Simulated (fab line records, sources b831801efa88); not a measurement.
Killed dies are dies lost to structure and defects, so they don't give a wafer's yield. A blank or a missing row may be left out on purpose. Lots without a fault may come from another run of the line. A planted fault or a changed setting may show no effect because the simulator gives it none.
A struck lot beside a sound one | flow gf180mcu | 18 steps out of a route of 602
Sound: wafers L976.1, L976.2, L976.4. Struck: wafers L979.1, L979.2, L979.5. The cause comes at the end.
At each step with rows: each side's tool, then ch and its chambers, then its first start. Under that, the readings that differ: sound wafers | struck wafers | difference of the means | sigmas: that difference in standard deviations of wafers without a fault.
alike: readings whose means differ by less than 2 such deviations, and words and numbers that are the same on both sides. not compared: withheld readings, readings that some wafer has no value for, bounds like >300 that may hide the same value, and numbers for which the record gives no deviation and whose values overlap.
The two part at a step that has a row with sigmas, a row that says differs or no value, or rows on one side only. Numbers that don't overlap but have no deviation are shown without sigmas and don't part them. A reading that every wafer of one side lacks parts them only if that side has two wafers or more.

GF_SAB_CVD_00: deposits SiO2 from TEOS, target thk 50 nm, time 4.9302 s.
  sound on pecvd-02 ch 0,1, day 14 15:46; struck on pecvd-01 ch 0,1, day 15 19:37
  alike: heater_power_w
GF_SAB_THK_MEAS_01:
  sound on film_metro-01, day 14 15:47; struck on film_metro-01, day 15 19:38
  alike: SAB_CVD_00_THK
then, 7 steps without rows for these wafers: GF_SAB_DEHYDRATE_02 (time 60 s); GF_SAB_HMDS_03 (prime time 60 s); GF_SAB_COAT_04 (resist thk 1000 nm); GF_SAB_SOFTBAKE_05 (time 60 s); GF_SAB_EXPOSE_06 (exposes mask SAB, target cd 420 nm); GF_SAB_PEB_07; GF_SAB_DEVELOP_08 (develop time 60 s).
GF_SAB_CD_MEAS_09: target cd 420 nm.
  sound on cd_sem-02, day 15 12:32; struck on cd_sem-02, day 16 17:20
  alike: cd_nm
GF_SAB_OVL_MEAS_10:
  sound on overlay-01, day 15 12:39; struck on overlay-02, day 16 17:28
  reading      | sound          | struck       | difference | sigmas
  SAB_OVL (nm) | -1.8 -2.1 -2.2 | -0.2 1.4 1.5 | +2.9       | +3
GF_SAB_ETCH_11: etches SiO2 in C4F8/O2/Ar, target depth 55 nm, time 8.5 s.
  sound on rie_diel-03 ch 0,1,3, day 15 12:41; struck on rie_diel-03 ch 1,3, day 16 17:30
  alike: oes_product_au
  not compared: rf_hours_counter_h
GF_SAB_WET_ETCH_12: etches SiO2 in dHF, target depth 22 nm, time 440 s.
  sound on wet_bench-01 ch 1, day 15 12:43; struck on wet_bench-02 ch 1, day 16 17:31
  reading                              | sound             | struck            | difference | sigmas
  bath_heat_duty_pct (%)               | 5.2 5.5 5.1       | 0 0 0             | -5         | -8
  temp_c (C)                           | 25.07 24.99 25.00 | 15.84 16.11 16.01 | -9.03      | -94
  model.SiO2_of_STI_CVD_23.thk_nm (nm) | 337.7 338.9 339.6 | 347.7 346.3 346.2 | +8.0       |
GF_SAB_STRIP_13: strips in O2/N2.
  sound on plasma_asher-02 ch 0,1, day 15 12:50; struck on plasma_asher-03 ch 0,1, day 16 17:39
  reading            | sound       | struck      | difference | sigmas
  heater_power_w (W) | 294 287 301 | 336 311 338 | +34        | +2
  alike: drypump_motor_current_A, oes_product_au, strip_time_to_endpoint_s
  not compared: rf_hours_counter_h
then, 1 step without rows for these wafers: GF_SALICIDE_CLEAN_00 (cleans in SC1/SC2, time 150 s).
GF_SALICIDE_WET_ETCH_01: etches SiO2 in dHF, target depth 5 nm, time 100 s.
  sound on wet_bench-03 ch 0, day 15 12:59; struck on wet_bench-03 ch 0, day 16 17:48
  reading                              | sound             | struck            | difference | sigmas
  model.SiO2_of_STI_CVD_23.thk_nm (nm) | 334.3 335.5 336.1 | 344.2 342.8 342.7 | +7.9       |
  alike: bath_heat_duty_pct, temp_c
GF_SALICIDE_SPUTTER_02: material Co, target thk 10 nm, time 20 s.
  sound on pvd_sputter-03, day 15 13:01; struck on pvd_sputter-04, day 16 17:50
  alike: throttle_valve_pct
-- the record jumps here: 14 days lie between the struck wafers' starts before and after (it left off in module SALICIDE and takes up again in module PASSIVATION, whose first step shown is number 602 of the route) --
GF_PASSIVATION_PROBE_99:
  the record has rows for the struck wafers here (prober-01, day 30 12:23) and none for the sound ones

WHERE THEY PART
First at GF_SAB_OVL_MEAS_10; last, within this record, at GF_PASSIVATION_PROBE_99.

WHY: what the simulator had put in
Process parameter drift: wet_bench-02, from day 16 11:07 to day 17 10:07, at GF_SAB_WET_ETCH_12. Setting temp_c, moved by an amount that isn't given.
